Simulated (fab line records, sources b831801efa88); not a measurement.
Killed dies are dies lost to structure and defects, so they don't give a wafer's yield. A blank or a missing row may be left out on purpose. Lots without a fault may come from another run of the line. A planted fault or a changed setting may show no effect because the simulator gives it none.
Which tool did it? | flow sky130 | 24 lots, 72 wafers sampled, at 1 step of a route of 708

WHAT THE GAUGES READ, wafer by wafer
SKY_VIA1_BOW_MEAS_03. Usual: VIA1_BOW 80 um, standard deviation 6.5.
lot  | measured     | on            | VIA1_BOW (um) | flag
L074 | day 32 16:35 | film_metro-03 | 83 86 85      |
L075 | day 33 05:03 | film_metro-04 | 74 82 87      |
L076 | day 33 12:46 | film_metro-02 | 78 73 74      |
L077 | day 33 17:25 | film_metro-04 | 86 97 78      |
L078 | day 34 10:16 | film_metro-04 | 82 76 86      |
L079 | day 34 16:01 | film_metro-04 | 85 73 72      |
L080 | day 34 18:57 | film_metro-04 | 85 88 77      |
L081 | day 35 08:21 | film_metro-04 | 83 75 82      |
L082 | day 35 10:19 | film_metro-02 | 64 70 66      |
L083 | day 35 15:17 | film_metro-03 | 74 82 77      |
L084 | day 36 09:34 | film_metro-02 | 76 78 76      |
L085 | day 36 10:21 | film_metro-04 | 85 75 75      |
L086 | day 36 19:32 | film_metro-03 | 80 74 78      |
L087 | day 37 00:29 | film_metro-03 | 81 83 80      |
L088 | day 37 02:36 | film_metro-02 | 74 75 75      |
L089 | day 37 13:20 | film_metro-03 | 88 77 94      |
L090 | day 37 21:47 | film_metro-02 | 82 86 81      |
L091 | day 38 12:58 | film_metro-02 | 85 71 86      |
L092 | day 38 22:12 | film_metro-04 | 85 76 85      |
L093 | day 39 00:19 | film_metro-02 | 80 76 74      |
L094 | day 39 03:51 | film_metro-03 | 85 76 85      |
L095 | day 39 04:32 | film_metro-02 | 84 90 76      |
L096 | day 39 08:21 | film_metro-03 | 84 86 82      |
L097 | day 39 14:40 | film_metro-04 | 88 64 81      |

WHICH TOOL RAN EACH LOT (tool, then ch and the chambers of the sampled wafers, then the start)
The record holds no process step before these readings.

WHAT THE TOOLS THEMSELVES READ (means of the sampled wafers that have a number; where no wafer has one, the mark that the record gives instead)
The record holds no such reading with a usual standard deviation.

THE ANSWER, worked out from the rows above alone
Rule: a lot is off if the mean of its wafers that have a number lies more than 3 standard deviations from the usual mean. A lot without any number at a reading at which 4 lots or more have one is off too. The other lots that the step has rows for count as sound. The gauges are gone through in route order, then the tools' own readings, and for those a lot's mean is taken as printed above. The first step at which some lot is off is used, and at that step the reading that is off furthest; a lot without a number counts as furthest.
No lot is off at any reading shown: from this, nothing can be told.

WHAT THE SIMULATOR HAD PUT IN
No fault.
